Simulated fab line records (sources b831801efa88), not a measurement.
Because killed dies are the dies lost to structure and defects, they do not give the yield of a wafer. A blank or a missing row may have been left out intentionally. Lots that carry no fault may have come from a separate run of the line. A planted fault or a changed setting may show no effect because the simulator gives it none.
Struck lot and sound lot, side by side | flow sky130 | 18 steps out of a route of 708
Sound: wafers L804.4, L804.5, L804.6. Struck: wafer L805.4 (left out: L805.3, L805.5 of the same lot, which were not struck); the cause appears at the end.
For every step that has rows: the tool of each side, followed by ch and its chambers, followed by its first start. Under that, the readings that differ: sound wafers | struck wafers | difference of the means | sigmas: that difference in standard deviations of wafers without a fault.
alike: words and numbers the same on both sides, and readings whose means are apart by under 2 such deviations; not compared: readings that were withheld, readings missing a value for some wafer, numbers with overlapping values and no deviation given by the record, and bounds like >300 which may hide the same value.
The two part at a step that has a row with sigmas, a row that says differs or no value, or rows on one side only. When numbers do not overlap yet have no deviation, they are printed without sigmas and do not part them. Lack of a reading on every wafer of one side parts them only where that side has two or more wafers.

first, 2 steps without rows for these wafers: SKY_CONTACT_PEB_12; SKY_CONTACT_DEVELOP_13 (develop time 60 s).
SKY_CONTACT_CD_MEAS_14: the cd target is 170 nm.
  sound: cd sem-02 at day 37 00:00; struck: cd sem-02 at day 37 01:17
  alike: cd nm
SKY_CONTACT_OVL_MEAS_15:
  sound: overlay-02 at day 37 00:05; struck: overlay-02 at day 37 01:22
  alike: CONTACT_OVL
SKY_CONTACT_ETCH_16: etches BARC in N2/H2, stops on SiO2, time 45.9 s, target depth 60 nm.
  sound on rie diel-02 ch 1,2,3, day 37 00:07; struck on rie diel-04 ch 3, day 37 01:23
  reading                | sound                | struck | difference                   | sigmas
  rf hours counter h (h) | - - -                | 2      | no value on the sound wafers |
  throttle valve pct (%) | 13.223 13.247 13.235 | 13.210 | -0.025                       | -3
  alike: drypump motor current A, oes product au
then, 1 step without rows for these wafers: SKY_CONTACT_ETCH_17 (etches SiO2 in C4F8/O2/Ar, stops on Si3N4, target depth 340 nm).
SKY_CONTACT_ETCH_18: etches Si3N4 in CHF3/O2, stops on TiN, time 39 s, target depth 75 nm.
  sound: rie diel-02 ch 1,2,3; struck: rie diel-04 ch 3
  reading                | sound             | struck | difference                   | sigmas
  rf hours counter h (h) | - - -             | 2      | no value on the sound wafers |
  throttle valve pct (%) | 8.787 8.807 8.785 | 8.813  | +0.020                       | +2
  alike: drypump motor current A, oes product au
SKY_CONTACT_STRIP_19: strips in O2/N2.
  sound on plasma asher-04 ch 0,1, day 37 00:16; struck on plasma asher-01 ch 1, day 37 01:34
  alike: drypump motor current A, oes product au, strip time to endpoint s
  not compared: rf hours counter h
then, 3 steps without rows for these wafers: SKY_CONTACT_STRIP_20 (strips in post etch residue remover, time 1200 s); SKY_CONTACT_CLEAN_21 (cleans in IPA, time 180 s); SKY_CONTACT_CLEAN_22 (cleans in O3/DIW).
SKY_CONTACT_SPUTTER_23: material TiN, target thk 20 nm, time 80 s.
  sound: pvd sputter-04 at day 37 00:49; struck: pvd sputter-01 at day 37 02:07
  alike: throttle valve pct
SKY_CONTACT_CVD_24: deposits W, target thk 340 nm, time 102.12 s.
  sound on cvd w-01 ch 0,1, day 37 00:55; struck on cvd w-02 ch 0, day 37 02:13
  reading                               | sound             | struck | difference | sigmas
  model.W_of_CONTACT_CVD_24.thk nm (nm) | 339.4 339.7 350.4 | 483.8  | +140.6     |
  alike: chamber pressure Torr, heater power w
SKY_CONTACT_RS_MEAS_25: uses a four-point probe to measure.
  sound: film metro-01 at day 37 01:03; struck: film metro-01 at day 37 02:20
  reading               | sound             | struck | difference | sigmas
  CONTACT_W_RS (ohm/sq) | 0.338 0.338 0.328 | 0.237  | -0.098     | -16
SKY_CONTACT_THK_MEAS_26: measures by xrf.
  sound: film metro-01 at day 37 01:08; struck: film metro-01 at day 37 02:26
  reading            | sound       | struck | difference | sigmas
  CONTACT_W_THK (nm) | 330 330 341 | 466    | +132       | +20
SKY_CONTACT_CMP_27: polishes, stops on SiO2, t overpolish 15 s, target thk 0 nm.
  sound on cmp-01 ch 0,3, day 37 01:10; struck on cmp-02 ch 1, day 37 02:31
  reading                | sound    | struck | difference | sigmas
  time to endpoint s (s) | 81 79 78 | 112    | +33        | +8
  alike: head pressure psi, motor current A
SKY_METAL1_SPUTTER_00: material Ti, target thk 15 nm, time 10 s.
  sound: pvd sputter-04 at day 37 01:28; struck: pvd sputter-04 at day 37 02:46
  alike: throttle valve pct
following that, these wafers have no rows for 1 step: SKY_PAD_OPEN_PROBE_99.

WHERE THEY PART
Earliest at SKY_CONTACT_ETCH_16; latest, in this record, at SKY_CONTACT_CMP_27. Later steps at which nothing parts them and some readings are alike: SKY_METAL1_SPUTTER_00.

WHY: whatever the simulator had introduced
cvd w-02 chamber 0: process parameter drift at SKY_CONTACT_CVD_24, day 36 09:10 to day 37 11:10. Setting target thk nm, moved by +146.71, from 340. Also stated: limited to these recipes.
